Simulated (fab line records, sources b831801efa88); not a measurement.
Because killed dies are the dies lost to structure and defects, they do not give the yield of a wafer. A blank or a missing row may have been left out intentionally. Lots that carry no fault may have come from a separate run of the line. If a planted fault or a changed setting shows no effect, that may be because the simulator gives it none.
Chamber matching / flow gf180mcu / 4 sister chambers for GF_V1_CMP_04 on cmp-01
The step polishes SiO2. 14 wafers are shown with their chamber, then 6 later ones without.

EACH WAFER AND ITS CHAMBER
wafer=L798.1; chamber=0; motor-current-A (A)=12.9; time-to-endpoint-s (s)=76
wafer=L798.2; chamber=3; motor-current-A (A)=13.1; time-to-endpoint-s (s)=71
wafer=L798.5; chamber=3; motor-current-A (A)=13.1; time-to-endpoint-s (s)=74
wafer=L799.1; chamber=0; motor-current-A (A)=12.4; time-to-endpoint-s (s)=71
wafer=L799.2; chamber=1; motor-current-A (A)=12.4; time-to-endpoint-s (s)=71
wafer=L799.3; chamber=3; motor-current-A (A)=13.5; time-to-endpoint-s (s)=73
wafer=L800.3; chamber=2; motor-current-A (A)=11.4; time-to-endpoint-s (s)=72
wafer=L800.5; chamber=0; motor-current-A (A)=12.7; time-to-endpoint-s (s)=86
wafer=L800.6; chamber=1; motor-current-A (A)=12.6; time-to-endpoint-s (s)=79
wafer=L805.3; chamber=3; motor-current-A (A)=13.3; time-to-endpoint-s (s)=75
wafer=L805.5; chamber=2; motor-current-A (A)=12.0; time-to-endpoint-s (s)=76
wafer=L805.6; chamber=3; motor-current-A (A)=12.5; time-to-endpoint-s (s)=79
wafer=L806.2; chamber=0; motor-current-A (A)=13.0; time-to-endpoint-s (s)=82
wafer=L806.3; chamber=2; motor-current-A (A)=12.1; time-to-endpoint-s (s)=79

SIGNATURES (averages over the wafers above)
reading=motor-current-A; chamber 0=12.750; chamber 1=12.500; chamber 2=11.833; chamber 3=13.100; scatter within a chamber=0.328
reading=time-to-endpoint-s; chamber 0=78.75; chamber 1=75.00; chamber 2=75.67; chamber 3=74.40; scatter within a chamber=4.72
Rule: distance of a wafer from a chamber = root of the sum over the readings of ((wafer's reading minus chamber's mean) / reading's scatter) squared. If the next closest chamber is less than 2 further off than the closest, the wafer can't be placed; otherwise it belongs to the closest. The scatter is the square root of a quotient: the sum, over the shown wafers, of each reading's squared deviation from its chamber's mean, divided by wafers minus chambers.

WAFERS WITHOUT THEIR CHAMBER
wafer=L806.5; motor-current-A (A)=11.8; time-to-endpoint-s (s)=81
wafer=L808.1; motor-current-A (A)=12.1; time-to-endpoint-s (s)=82
wafer=L808.3; motor-current-A (A)=12.3; time-to-endpoint-s (s)=76
wafer=L808.4; motor-current-A (A)=12.7; time-to-endpoint-s (s)=80
wafer=L809.3; motor-current-A (A)=11.9; time-to-endpoint-s (s)=71
wafer=L810.3; motor-current-A (A)=12.0; time-to-endpoint-s (s)=82

THE CHAMBER EACH PASSED THROUGH
wafer=L806.5; from the rows above=can't be placed: 2 or 1 or 0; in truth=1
wafer=L808.1; from the rows above=can't be placed: 2 or 1 or 0 or 3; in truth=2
wafer=L808.3; from the rows above=can't be placed: 1 or 2 or 0 or 3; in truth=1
wafer=L808.4; from the rows above=can't be placed: 0 or 1 or 3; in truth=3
wafer=L809.3; from the rows above=can't be placed: 2 or 1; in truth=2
wafer=L810.3; from the rows above=can't be placed: 2 or 1 or 0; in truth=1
Correct placement for 0 of the 6. Not placeable from these rows: 6 (in 6, the candidates include the true chamber). Number placed wrongly: 0.
